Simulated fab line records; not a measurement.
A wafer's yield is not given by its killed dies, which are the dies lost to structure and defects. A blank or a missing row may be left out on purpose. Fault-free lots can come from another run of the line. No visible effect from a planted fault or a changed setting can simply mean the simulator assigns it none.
Chamber matching ; flow gf180mcu ; GF_V3_CVD_02 on pecvd-02 has 3 sister chambers
The step deposits SiO2 from TEOS, target thk 850 nm, time 94.851 s. 16 wafers are shown with their chamber, then 8 later ones without.

## WAFERS PAIRED WITH THEIR CHAMBERS
wafer;chamber;heater_power_w (W);heater_power_outer_w (W)
L624.1;1;727;377
L624.4;1;790;416
L624.6;0;582;328
L627.4;1;623;297
L627.5;2;503;251
L627.6;0;539;314
L629.1;2;443;206
L629.3;1;751;403
L629.6;1;618;297
L630.1;1;768;406
L630.5;1;635;297
L630.6;0;569;327
L631.3;0;557;322
L631.5;1;619;290
L631.6;0;571;349
L632.1;2;408;172

SIGNATURES (averages over the wafers above)
reading;chamber 0;chamber 1;chamber 2;scatter within a chamber
heater_power_w;563.60;691.38;451.33;58.6
heater_power_outer_w;328.00;347.88;209.67;45.4
Rule: for a wafer and a chamber, the distance is found by dividing, reading by reading, the gap between the wafer's reading and the chamber's mean by the reading's scatter, squaring, summing and taking the root. The wafer belongs to the nearest chamber; if the next one is less than 2 further off, it can't be placed. The scatter is the square root of a quotient: the sum, over the shown wafers, of each reading's squared deviation from its chamber's mean, divided by wafers minus chambers.

## WAFERS WHOSE CHAMBER IS MISSING
wafer;heater_power_w (W);heater_power_outer_w (W)
L632.2;708;368
L632.6;751;393
L633.3;529;300
L633.4;561;350
L633.5;453;215
L643.1;677;342
L643.3;526;297
L643.5;407;168

## WHICH CHAMBER EACH WENT THROUGH
wafer;from the rows above;in truth
L632.2;1;1
L632.6;1;1
L633.3;can't be placed: 0 or 2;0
L633.4;can't be placed: 0 or 1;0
L633.5;2;2
L643.1;can't be placed: 1 or 0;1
L643.3;can't be placed: 0 or 2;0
L643.5;2;2
Placed correctly: 4 of 8. From these rows, 4 cannot be placed; in 4 the true chamber is one of the candidates. 0 placed wrongly.
